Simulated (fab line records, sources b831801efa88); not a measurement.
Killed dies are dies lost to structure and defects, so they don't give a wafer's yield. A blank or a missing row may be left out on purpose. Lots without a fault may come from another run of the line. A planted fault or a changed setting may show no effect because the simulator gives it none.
fab line records | flow gf180mcu
record lots=11 wafers=33 last_day=34
route steps=602 shown STI@16 POLY_GATE@169 HV_LDD@185 NSD@242
lots that met no fault: from a run of the same line without faults
start_h: hours from the record's first day to the start of the lot's first wafer shown | wait_h: hours since the lot's step before | " the same as in the row above | L1.1+2: a row that stands for several wafers | - no value, or no start given | * or withheld: withheld | < > ~ a bound
route shown NAME@n: a module of which the file shows steps, and the number in the route of the first | usual: mean/standard deviation of fault-free wafers | same: alike in all rows | chamber/n: place in a boat | sites: the reading at each site | _std_site: their standard deviation | _edge_site: outer sites' mean less inner sites' | radius_mm: how far each site lies from the wafer's centre | mask NAME#n: copy n | behind: the tool/chamber that last shaped the wafer | hold: why the lot was held/for how many hours/how that ended | device: the transistor (n, p or np) that didn't switch | end of line: the same wafers' tests at the end of the route | a step without rows: its recipe alone | killed: dies lost to structure and defects at the first sort, not the wafer's yield | map: a wafer's dies, x killed, . not, _ none there
set.NAME: the setting as run; set.NAME@STEP: as run at that earlier step | model.NAME: the simulator's own value behind a step, which no gauge read
steps of the route over a sample of lots; a table a step, a row a wafer
services: from which hour (start_h, from the record's first day; less than 0 if before it) a tool's chamber was out of use, for how many hours, and why
## steps
# step GF_STI_STRIP_15
# recipe chemistry=O2/N2 power_w=1400 pressure_mtorr=1500 platen_temp_c=250 o2_flow_sccm=3000 n2_flow_sccm=300 overash_fraction=0.5
# usual drypump_motor_current_A=6.0/0.48 heater_power_w=346/62 n2_flow_sccm=299.9/0.89 oes_product_au=0.385/0.0057 strip_time_to_endpoint_s=3.75/0.061
# columns lot.wafer tool chamber start_h wait_h drypump_motor_current_A heater_power_w n2_flow_sccm oes_product_au rf_hours_counter_h strip_time_to_endpoint_s
L412.2 plasma_asher-04 0 30.86 0.0 6.6 334 300.1 0.373 22 3.68
L412.3 " 1 " " 6.2 287 301.0 0.377 - 3.70
L412.4 " 0 " " 6.7 339 299.6 0.385 - 3.83
L413.3 plasma_asher-01 1 36.29 0.1 5.4 453 300.4 0.386 - 3.89
L413.5 " 0 " " 5.7 305 299.9 0.376 - 3.74
L413.6 " 1 " " 5.4 448 300.0 0.393 - 3.80
L414.1 plasma_asher-01 0 40.73 0.0 5.7 312 301.0 0.380 36 3.65
L414.2 " 1 " " 5.4 459 299.0 0.380 36 3.70
L414.3 " 0 " " 5.7 305 300.7 0.389 - 3.80
L415.1 plasma_asher-01 1 48.71 0.0 5.4 450 298.6 0.382 36 3.86
L415.3 " 0 " " 5.7 309 299.7 0.380 - 3.73
L415.5 " 0 " " 5.7 305 299.2 0.385 - 3.79
L416.2 plasma_asher-04 1 51.01 0.0 6.2 284 300.9 0.383 24 3.80
L416.4 " 0 " " 6.7 333 298.8 0.390 - 3.80
L416.6 " 0 " " 6.7 328 299.1 0.389 - 3.83
L418.1 plasma_asher-04 1 61.58 0.0 6.2 289 300.6 0.380 25 3.79
L418.3 " 0 " " 6.7 338 299.3 0.383 - 3.66
L418.5 " 1 " " 6.2 280 300.0 0.375 - 3.66
L419.1 plasma_asher-01 1 66.83 0.0 5.4 446 299.1 0.386 38 3.75
L419.3 " 1 " " 5.4 455 298.5 0.383 - 3.71
L419.5 " 1 " " 5.4 458 299.2 0.377 - 3.70
L420.2 plasma_asher-01 0 72.96 0.0 5.7 311 300.6 0.377 39 3.69
L420.3 " 1 " " 5.4 450 299.4 0.384 - 3.78
L420.4 " 0 " " 5.7 313 300.6 0.383 - 3.73
L425.1 plasma_asher-01 1 100.53 0.0 5.4 457 300.9 0.393 41 3.65
L425.3 " 0 " " 5.7 307 300.4 0.379 - 3.81
L425.4 " 1 " " 5.4 446 300.1 0.391 - 3.81
L426.2 plasma_asher-01 1 102.91 0.0 5.4 460 299.7 0.395 42 3.86
L426.4 " 1 " " 5.4 468 299.1 0.389 - 3.84
L426.6 " 1 " " 5.4 459 298.7 0.382 - 3.74
L431.3 plasma_asher-01 0 129.94 0.1 5.7 311 300.4 0.382 - 3.76
L431.4 " 1 " " 5.4 459 300.3 0.385 - 3.73
L431.6 " 0 " " 5.7 309 299.8 0.394 - 3.80
# step GF_POLY_GATE_ETCH_12
# recipe chemistry=N2/H2 target_depth_a=withheld overetch_a=withheld time_s=withheld target=BARC ion_energy_ev=200 source_w=500 bias_w=100 pressure_mtorr=30 n2_flow_sccm=100 h2_flow_sccm=200
# usual drypump_motor_current_A=5.6/0.47 n2_flow_sccm=100.0/0.3 oes_product_au=0.735/0.0045 throttle_valve_pct=13.214/0.0084
# columns lot.wafer tool chamber start_h wait_h drypump_motor_current_A n2_flow_sccm oes_product_au throttle_valve_pct
L412.2 rie_diel-02 1 204.54 0.0 5.6 100.0 0.744 13.234
L412.3 " 0 " " 6.4 99.9 0.726 13.209
L412.4 " 3 " " 5.9 99.8 0.735 13.196
L413.3 rie_diel-02 2 211.59 0.0 6.0 99.8 0.737 13.217
L413.5 " 2 " " 6.0 100.4 0.735 13.222
L413.6 " 1 " " 5.6 100.4 0.735 13.217
L414.1 rie_diel-01 2 218.41 0.0 4.8 100.1 0.740 13.212
L414.2 " 1 " " 5.2 100.0 0.744 13.212
L414.3 " 3 " " 6.0 100.1 0.733 13.213
L415.1 rie_diel-03 0 226.66 0.0 5.5 100.4 0.740 13.222
L415.3 " 2 " " 5.6 99.9 0.744 13.210
L415.5 " 1 " " 4.7 100.6 0.748 13.208
L416.2 rie_diel-02 2 229.09 0.0 6.0 100.0 0.733 13.203
L416.4 " 0 " " 6.4 99.3 0.734 13.207
L416.6 " 1 " " 5.6 100.5 0.742 13.213
L418.1 rie_diel-03 1 246.89 0.0 4.7 100.1 0.737 13.218
L418.3 " 2 " " 5.6 100.2 0.737 13.214
L418.5 " 3 " " 5.2 100.0 0.736 13.225
L419.1 rie_diel-01 1 251.94 0.0 5.2 100.0 0.737 13.216
L419.3 " 3 " " 5.9 100.2 0.733 13.213
L419.5 " 0 " " 5.8 100.4 0.729 13.217
L420.2 rie_diel-01 3 259.51 0.0 5.9 100.1 0.733 13.216
L420.3 " 2 " " 4.9 99.9 0.734 13.207
L420.4 " 1 " " 5.2 99.9 0.732 13.217
L425.1 rie_diel-02 1 298.79 0.0 5.6 100.0 0.737 13.212
L425.3 " 0 " " 6.4 100.2 0.734 13.213
L425.4 " 2 " " 6.0 99.6 0.731 13.206
L426.2 rie_diel-03 0 306.49 0.0 5.5 100.4 0.738 13.204
L426.4 " 2 " " 5.6 99.8 0.743 13.220
L426.6 " 0 " " 5.5 100.4 0.734 13.206
L431.3 rie_diel-01 0 347.88 0.0 5.9 100.6 0.730 13.196
L431.4 " 1 " " 5.2 99.7 0.733 13.219
L431.6 " 2 " " 4.9 99.8 0.736 13.200
# step GF_HV_LDD_IMPLANT_09
# recipe species=As energy_kev=40 dose_cm2=1e+14 tilt_deg=7
# usual dose_ions_cm2=1e+14/1.1e+11 faraday_current_uA=564/11 tilt_deg=7.003/0.023
# same implant_ion_amu=75
# columns lot.wafer tool chamber start_h wait_h dose_ions_cm2 faraday_current_uA tilt_deg
L412.2 implanter-01 0 226.86 0.0 1.0012e+14 534 7.007
L412.3 " 0 " " 1.0003e+14 562 7.045
L412.4 " 0 " " 1.0001e+14 555 7.009
L413.3 implanter-01 0 231.36 0.1 1.0001e+14 559 6.991
L413.5 " 0 " " 1.0013e+14 573 6.974
L413.6 " 0 " " 1.0002e+14 570 6.989
L414.1 implanter-03 0 240.64 0.0 1.0003e+14 558 7.015
L414.2 " 0 " " 9.996e+13 574 7.003
L414.3 " 0 " " 1.0006e+14 572 6.981
L415.1 implanter-03 0 247.36 0.0 9.993e+13 556 7.006
L415.3 " 0 " " 1.0008e+14 538 7.001
L415.5 " 0 " " 9.993e+13 537 7.008
L416.2 implanter-01 0 249.34 0.0 1.0006e+14 578 7.026
L416.4 " 0 " " 1.0004e+14 550 7.037
L416.6 " 0 " " 9.99e+13 573 7.052
L418.1 implanter-03 0 268.74 0.0 1.0011e+14 555 7.005
L418.3 " 0 " " 1.0005e+14 579 6.992
L418.5 " 0 " " 9.997e+13 579 6.996
L419.1 implanter-03 0 272.66 0.0 9.992e+13 574 6.984
L419.3 " 0 " " 9.993e+13 571 6.961
L419.5 " 0 " " 9.992e+13 557 6.990
L420.2 implanter-03 0 280.44 0.0 9.998e+13 548 6.958
L420.3 " 0 " " 9.992e+13 559 6.987
L420.4 " 0 " " 1.0012e+14 559 6.985
L425.1 implanter-01 0 320.41 0.0 1.9341e+14 1106 7.014
L425.3 " 0 " " 1.9341e+14 1081 6.995
L425.4 " 0 " " 1.9364e+14 1079 6.962
L426.2 implanter-01 0 328.73 0.0 1.9358e+14 1092 6.996
L426.4 " 0 " " 1.9347e+14 1088 7.034
L426.6 " 0 " " 1.9366e+14 1117 6.980
L431.3 implanter-04 0 372.34 0.1 9.993e+13 560 7.028
L431.4 " 0 " " 9.992e+13 579 7.019
L431.6 " 0 " " 9.997e+13 571 7.041
# step GF_HV_LDD_TW_MEAS_11
# usual HV_LDD_TW=2409/12
# columns lot.wafer tool chamber start_h wait_h HV_LDD_TW
L412.2 film_metro-01 - 227.10 0.1 2413
L412.3 " - " " 2420
L412.4 " - " " 2419
L413.3 film_metro-01 - 231.58 0.1 2425
L413.5 " - " " 2423
L413.6 " - " " 2431
L414.1 film_metro-01 - 240.89 0.1 2413
L414.2 " - " " 2405
L414.3 " - " " 2403
L415.1 film_metro-02 - 247.61 0.1 2394
L415.3 " - " " 2388
L415.5 " - " " 2392
L416.2 film_metro-01 - 249.57 0.1 2416
L416.4 " - " " 2407
L416.6 " - " " 2418
L418.1 film_metro-02 - 268.99 0.1 2394
L418.3 " - " " 2412
L418.5 " - " " 2432
L419.1 film_metro-01 - 272.91 0.1 2403
L419.3 " - " " 2413
L419.5 " - " " 2414
L420.2 film_metro-03 - 280.67 0.1 2416
L420.3 " - " " 2409
L420.4 " - " " 2419
L425.1 film_metro-01 - 320.66 0.1 2841
L425.3 " - " " 2866
L425.4 " - " " 2847
L426.2 film_metro-01 - 328.97 0.1 2848
L426.4 " - " " 2843
L426.6 " - " " 2855
L431.3 film_metro-02 - 372.56 0.1 2416
L431.4 " - " " 2405
L431.6 " - " " 2410
# step GF_HV_LDD_RS_MEAS_53
# recipe thk_meas_gauge=four-point-probe
# usual HV_LDD_RS=418.0/0.82
# columns lot.wafer tool chamber start_h wait_h HV_LDD_RS[ohm/sq]
L412.2 film_metro-03 - 285.68 0.1 418.5
L412.3 " - " " 417.6
L412.4 " - " " 418.6
L413.3 film_metro-01 - 289.95 0.1 418.7
L413.5 " - " " 418.9
L413.6 " - " " 418.8
L414.1 film_metro-03 - 300.98 0.1 418.0
L414.2 " - " " 417.9
L414.3 " - " " 418.2
L415.1 film_metro-01 - 306.56 0.1 418.7
L415.3 " - " " 418.7
L415.5 " - " " 417.8
L416.2 film_metro-02 - 310.11 0.1 417.0
L416.4 " - " " 417.4
L416.6 " - " " 416.6
L418.1 film_metro-03 - 331.95 0.1 418.5
L418.3 " - " " 416.2
L418.5 " - " " 417.4
L419.1 film_metro-01 - 335.12 0.1 417.8
L419.3 " - " " 417.7
L419.5 " - " " 417.5
L420.2 film_metro-02 - 343.33 0.1 416.5
L420.3 " - " " 416.9
L420.4 " - " " 417.3
L425.1 film_metro-02 - 386.36 0.1 318.4
L425.3 " - " " 317.8
L425.4 " - " " 318.6
L426.2 film_metro-02 - 396.56 0.1 318.0
L426.4 " - " " 317.6
L426.6 " - " " 317.4
L431.3 film_metro-01 - 443.28 0.1 419.5
L431.4 " - " " 419.2
L431.6 " - " " 419.0
# step GF_NSD_CD_MEAS_07
# recipe target_cd_nm=400
# usual cd_nm=400.2/1.9
# columns lot.wafer tool chamber start_h wait_h cd_nm
L412.2 cd_sem-02 - 308.24 0.2 399.2
L412.3 " - " " 400.3
L412.4 " - " " 399.9
L413.3 cd_sem-02 - 313.37 0.1 397.2
L413.5 " - " " 398.5
L413.6 " - " " 398.4
L414.1 cd_sem-02 - 326.26 0.1 399.8
L414.2 " - " " 400.7
L414.3 " - " " 400.9
L415.1 cd_sem-01 - 329.48 0.1 400.6
L415.3 " - " " 400.0
L415.5 " - " " 400.5
L416.2 cd_sem-01 - 334.03 0.1 397.8
L416.4 " - " " 398.5
L416.6 " - " " 401.3
L418.1 cd_sem-01 - 357.41 0.1 400.7
L418.3 " - " " 398.7
L418.5 " - " " 401.9
L419.1 cd_sem-02 - 358.68 0.1 402.1
L419.3 " - " " 403.2
L419.5 " - " " 400.0
L420.2 cd_sem-02 - 368.58 0.1 401.1
L420.3 " - " " 401.6
L420.4 " - " " 398.9
L425.1 cd_sem-01 - 413.60 0.1 403.6
L425.3 " - " " 401.9
L425.4 " - " " 401.3
L426.2 cd_sem-02 - 422.10 0.1 401.1
L426.4 " - " " 401.5
L426.6 " - " " 399.0
L431.3 cd_sem-02 - 469.49 0.1 400.6
L431.4 " - " " 400.7
L431.6 " - " " 399.5
## services
# columns tool chamber start_h hours kind
implanter-01 - 17.24 3.1 pm
rie_diel-02 3 22.47 5.6 repair
rie_diel-03 0 24.51 3.0 repair
rie_diel-01 2 31.11 16.1 repair
implanter-01 - 49.95 119.3 pm
plasma_asher-04 - 58.60 2.0 repair
rie_diel-01 2 59.55 4.1 repair
plasma_asher-01 - 94.71 2.8 pm
rie_diel-02 3 107.50 3.1 repair
rie_diel-03 2 125.63 6.3 repair
rie_diel-02 0 149.57 36.6 repair
implanter-03 - 152.95 1.9 repair
implanter-03 - 156.58 2.7 repair
implanter-01 - 169.24 5.4 pm
implanter-03 - 172.31 1.7 repair
rie_diel-01 3 183.83 14.6 repair
implanter-01 - 188.74 2.2 repair
rie_diel-01 - 276.92 0.7 repair
plasma_asher-01 - 292.68 2.9 repair
rie_diel-01 - 329.03 14.6 pm
plasma_asher-01 - 341.68 0.9 repair
implanter-01 - 351.80 3.0 repair
rie_diel-01 2 355.28 14.6 repair
rie_diel-01 1 365.63 6.6 repair
## key
first_sign step=GF_HV_LDD_IMPLANT_09 reading=dose_ions_cm2 direction=up sigmas=99+ usual=1e+14 struck=1.9353e+14
effect step=GF_HV_LDD_IMPLANT_09 reading=faraday_current_uA direction=up sigmas=48 usual=564 struck=1094
effect step=GF_HV_LDD_TW_MEAS_11 reading=HV_LDD_TW direction=up sigmas=37 usual=2409 struck=2850
effect step=GF_HV_LDD_RS_MEAS_53 reading=HV_LDD_RS direction=down sigmas=99+ usual=418.0 struck=318.0
met_at GF_HV_LDD_IMPLANT_09
struck_lots L425,L426
tester_left_out L425,L426
not_acting_at GF_STI_STRIP_15,GF_POLY_GATE_ETCH_12,GF_NSD_CD_MEAS_07
onset_between 249.34 320.41
fault kind=process_parameter_drift tool=implanter-01 chamber=- onset_h=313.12 steps=GF_HV_LDD_IMPLANT_09 channel=dose_cm2 offset=9.3597e+13 shape=step end_h=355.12 acts_in=these_recipes_only stated=1e+14
# tester_left_out: of these lots the tester's yield and bins aren't shown, on N5 and GAA mostly nor the transistor test; their killed dies are dies lost to structure and defects alone, not to doping, threshold or leakage, so they don't give the yield
